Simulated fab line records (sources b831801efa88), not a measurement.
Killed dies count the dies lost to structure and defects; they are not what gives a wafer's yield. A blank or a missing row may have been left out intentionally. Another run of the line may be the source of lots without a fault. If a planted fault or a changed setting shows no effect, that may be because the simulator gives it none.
Comparing a struck lot with a sound one :: flow gf180mcu :: 15 out of 602 route steps
Sound: these wafers, L181.2, L181.3, L181.5. The struck wafers were L193.2, L193.3, L193.4. The cause is named last.
Each step with rows lists, per side, the tool, then ch with its chambers, then its first start. Under that, the readings that differ: sound wafers :: struck wafers :: difference of the means :: sigmas: that difference in standard deviations of wafers without a fault.
alike: readings whose means differ by less than 2 such deviations, and words and numbers that are the same on both sides. not compared: withheld readings, readings that some wafer has no value for, bounds like >300 that may hide the same value, and numbers for which the record gives no deviation and whose values overlap.
A row with sigmas, a row that says differs or no value, or rows on one side alone: a step with any of these is where the two part. Non-overlapping numbers with no deviation appear without sigmas and do not part them. A reading missing from all wafers of one side parts the sides only when that side holds two or more wafers.

first, 2 steps without rows for these wafers: GF_HV_LDD_PEB_44; GF_HV_LDD_DEVELOP_45 (develop time 60 s).
GF_HV_LDD_CD_MEAS_46 targets a cd of 400 nm.
  struck on cd_sem-01, day 18 08:35; sound on cd_sem-02, day 14 02:35
reading: cd_nm (nm)
sound: 397.3 395.7 396.3
struck: 401.2 401.8 402.0
difference: +5.2
sigmas: +3
GF_HV_LDD_OVL_MEAS_47:
  struck on overlay-01, day 18 08:42; sound on overlay-01, day 14 02:41
  alike: HV_LDD_03_OVL
following that, these wafers have no rows for 1 step: GF_HV_LDD_IMPLANT_48.
GF_HV_LDD_STRIP_49: strips in O2/N2.
  sound on plasma_asher-04 ch 1, day 14 02:52; struck on plasma_asher-01 ch 0,1, day 18 08:53
  alike: drypump_motor_current_A, heater_power_w, oes_product_au, platen_temp_c, strip_time_to_endpoint_s
  not compared: rf_hours_counter_h
GF_HV_LDD_TW_MEAS_50:
  struck on film_metro-03, day 18 08:59; sound on film_metro-03, day 14 02:59
  alike: HV_LDD_4_TW
then, 1 step without rows for these wafers: GF_HV_LDD_CLEAN_51 (cleans in SC1/SC2, time 150 s).
GF_HV_LDD_RTA_52: time 10 s.
  sound on rtp_anneal-02 ch 0, day 14 03:05; struck on rtp_anneal-01 ch 0, day 18 09:06
reading: lamp_power_pct (%)
sound: 40 40 40
struck: 29 29 29
difference: -11
sigmas: -2
  alike: wafer_temp_C_max
GF_HV_LDD_RS_MEAS_53: uses a four-point probe to measure.
  struck on film_metro-02, day 18 09:10; sound on film_metro-01, day 14 03:10
  alike: HV_LDD_RS
then, 1 step without rows for these wafers: GF_HV_LDD_CVD_54 (deposits SiO2 from TEOS, target thk 10 nm, time 75 s).
GF_HV_LDD_THK_MEAS_55:
  struck on film_metro-01, day 18 10:19; sound on film_metro-01, day 14 04:18
reading: HV_LDD_CVD_54_THK (nm)
sound: 9.78 9.98 9.82
struck: 10.13 10.20 10.11
difference: +0.29
sigmas: +2
GF_HV_LDD_CVD_56: deposits Si3N4 from DCS/NH3, target thk 90 nm, time 1543 s.
  sound on lpcvd-02 ch 0, day 14 04:21; struck on lpcvd-01 ch 0, day 18 10:22
reading: model.Si3N4_of_HV_LDD_CVD_56.thk_nm (nm)
sound: 90.52 89.68 89.74
struck: 36.72 36.14 36.46
difference: -53.54
sigmas: 
  alike: zone_power_upper_pct
GF_HV_LDD_THK_MEAS_57:
  struck on film_metro-01, day 18 12:05; sound on film_metro-01, day 14 05:47
reading: HV_LDD_CVD_56_THK (nm)
sound: 90.5 89.7 89.7
struck: 36.7 36.1 36.4
difference: -53.6
sigmas: -66
  not compared: hold
GF_PASSIVATION_PROBE_99:
  rows exist in the record for the sound wafers here (prober-02, day 30 15:09), none for the struck ones

## WHERE THEY PART
First at GF_HV_LDD_CD_MEAS_46; last, within this record, at GF_PASSIVATION_PROBE_99.

WHY: the cause the simulator had injected
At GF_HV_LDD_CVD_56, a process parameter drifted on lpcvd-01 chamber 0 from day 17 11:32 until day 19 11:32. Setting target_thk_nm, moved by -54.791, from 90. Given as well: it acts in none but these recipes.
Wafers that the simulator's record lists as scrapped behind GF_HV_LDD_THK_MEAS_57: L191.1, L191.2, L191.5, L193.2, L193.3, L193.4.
